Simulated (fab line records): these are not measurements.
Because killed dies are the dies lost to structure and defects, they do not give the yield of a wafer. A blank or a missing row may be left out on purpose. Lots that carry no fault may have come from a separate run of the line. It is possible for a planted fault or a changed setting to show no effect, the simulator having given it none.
One fault through the eyes of 2 desks | flow sky130 | each desk holds nothing but its own numbers, with what lay behind them at the end

== THE METROLOGY DESK ==
What the gauges read, lot by lot, whatever tool the lot ran on: means of the sampled wafers that have a number. The brackets show how far a lot's mean lies from the usual mean; more than 4 standard deviations puts the lot out of limits, marked OUT.
Columns: A = FIELD_ISO_OXIDATION_00_THK at SKY_FIELD_ISO_THK_MEAS_02, usual 11.87 nm; B = SONOS_ONO_OXIDATION_THK at SKY_SONOS_ONO_THK_MEAS_01, usual 2.62 nm; C = LDD_HVP_OVL at SKY_LDD_HVP_OVL_MEAS_07, usual 0.9 nm
lot  | first seen here | A     | B    | C
L310 | day 1 16:56     | 12.08 | 2.58 | 2.1
L311 | day 1 17:00     | 11.76 | 2.59 | -0.5
L313 | day 2 05:11     | 11.36 | 2.63 | 0.4
L312 | day 2 05:12     | 11.58 | 2.66 | 0.0
L315 | day 2 12:49     | 11.64 | 2.64 | 2.4
L314 | day 2 12:50     | 11.73 | 2.61 | 1.2
L316 | day 2 20:19     | 11.73 | 2.69 | -0.3
L320 | day 3 13:38     | 11.70 | 2.69 | 1.0
L322 | day 3 23:41     | 11.54 | 2.65 | 1.0
L325 | day 4 15:10     | 12.13 | 2.66 | 1.9
L326 | day 4 19:38     | 12.06 | 2.57 | -0.6
L330 | day 5 16:05     | 12.30 | 2.65 | 0.4
L332 | day 6 01:38     | 12.03 | 2.57 | 0.5
Result from this desk: across the 13 lots, nothing is out of limits.

== AT THE TOOL OWNER'S DESK: plasma asher-03 ==
The tool's own readings at SKY_CONTACT_STRIP_19 (strips in O2/N2): means of the sampled wafers that have a number, for each lot that ran on this tool. The brackets show how far a lot's mean lies from the usual mean; more than 4 standard deviations puts the lot out of limits, marked OUT.
Columns: A = drypump motor current A at SKY_CONTACT_STRIP_19, usual 5.85 A; B = oes product au at SKY_CONTACT_STRIP_19, usual 0.380 a.u.; C = strip time to endpoint s at SKY_CONTACT_STRIP_19, usual 3.62 s
lot  | first seen here | A    | B     | C
L310 | day 32 09:10    | 5.57 | 0.379 | 3.60
L312 | day 32 18:15    | 5.57 | 0.380 | 3.63
L314 | day 33 03:48    | 5.58 | 0.381 | 3.65
L326 | day 36 17:43    | 5.57 | 0.385 | 3.63
L325 | day 36 22:54    | 5.58 | 0.383 | 3.63
Result from this desk: across the 5 lots, nothing is out of limits.

== TAKEN TOGETHER ==
At the metrology desk, nothing out of limits was observed.
Nothing out of limits was seen by the tool owner's desk.

== WHAT HAD BEEN PUT IN BY THE SIMULATOR ==
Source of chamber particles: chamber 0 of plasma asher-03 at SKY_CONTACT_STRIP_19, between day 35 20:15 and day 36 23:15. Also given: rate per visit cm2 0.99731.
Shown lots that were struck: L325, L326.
